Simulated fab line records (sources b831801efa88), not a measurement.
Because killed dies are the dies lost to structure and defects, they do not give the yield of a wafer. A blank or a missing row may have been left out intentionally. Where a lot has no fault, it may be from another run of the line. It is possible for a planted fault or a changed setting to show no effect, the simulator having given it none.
Problem report in the 8D (eight disciplines) form, filled by code    flow gf180mcu    the parts of the form that need people (team, actions taken, sign-off) are left out

== 1. WHAT IS WRONG ==
Wafers without a fault read 36.97 s, standard deviation 0.11; strip time to endpoint s at GF_MVPSD_STRIP_10 reads a mean of 35.70 s on 4 wafers belonging to 2 lots. Measured from the usual mean, that is -12 standard deviations.
The step: strips in O2/N2.
First seen on wafer L434.3, day 7 11:04, on plasma asher-04. The record has a number at this step for 39 wafers belonging to 13 lots. Rule for "out" (also "out of limits"): further than 4 standard deviations from the usual mean. Any other wafer with a number is counted as sound.

== 2. WHAT THIS IS AND IS NOT ==
question                     is                                is not
which readings at this step  strip time to endpoint s          chamber pressure mTorr, heater power w, oes product au
which lots                   L434, L435                        L426, L427, L428, L429, L431, L432, L433, L444, L445, L446, L447
which wafers of those lots   L434.3, L434.4, L435.3, L435.4    L434.1, L435.6
read on which tools          plasma asher-03, plasma asher-04  plasma asher-01
when                         from day 7 11:04                  up to then (22 sound wafers); but 13 sound wafers of L435, L444, L445, L446, L447 came after

== 3. WHAT RULES OUT EACH SUSPECT ==
Counting: any tool at a process step up to the reading remains a suspect provided it ran every lot that is out. Sound lots after the first of them don't rule it out here, since some wafers of a struck lot are sound.
- litho track-02 at GF_MVPSD_COAT_02 (resist thk 3000 nm): kept. It ran every lot that is out, first L434 (day 7 02:27); its last sound lot up to then is L433 (day 6 19:51).
The count leaves litho track-02 at GF_MVPSD_COAT_02.

== 4. THE CAUSE (what the simulator had put in) ==
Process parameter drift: litho track-02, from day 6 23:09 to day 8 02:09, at GF_MVPSD_COAT_02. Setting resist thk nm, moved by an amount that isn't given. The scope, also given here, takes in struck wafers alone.
Counting left only this tool.

== 5. THE EFFECT CHAIN, in route order ==
Each row: a reading whose mean over the struck wafers that have a number lies more than 3 standard deviations from the usual. Only readings whose record carries a usual standard deviation are examined. hours: median over the lots of the time between each lot's start at the first step of this table that gives one and its start at this step. sigmas: the change, counted in usual standard deviations.
hours  step               reading                   usual    on struck wafers  change  sigmas
0      GF_MVPSD_STRIP_10  strip time to endpoint s  36.97 s  35.70             -1.27   -12
It contains these process steps:
- GF_MVPSD_STRIP_10: strips in O2/N2.
Later measuring or inspecting steps at which every struck wafer that the step has a row for has a number for every such reading, and none has moved that far: GF_VT_IMPLANT_OVL_MEAS_07, GF_V1_THK_MEAS_01.

== 6. HOW IT WOULD HAVE BEEN CAUGHT EARLIER ==
The fault began at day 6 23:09; the first out-of-limits reading in this record came at day 7 11:04, 12 hours later.
An alarm limit of 4 standard deviations would not have fired on the tool readings at GF_MVPSD_COAT_02 for which the record gives a usual standard deviation, since none of them was out on any struck wafer.
The start of GF_MVPSD_COAT_02 on litho track-02 came by day 7 11:04 for every one of the lots that are out (2). Tool hold at that time: it would have spared none of them.
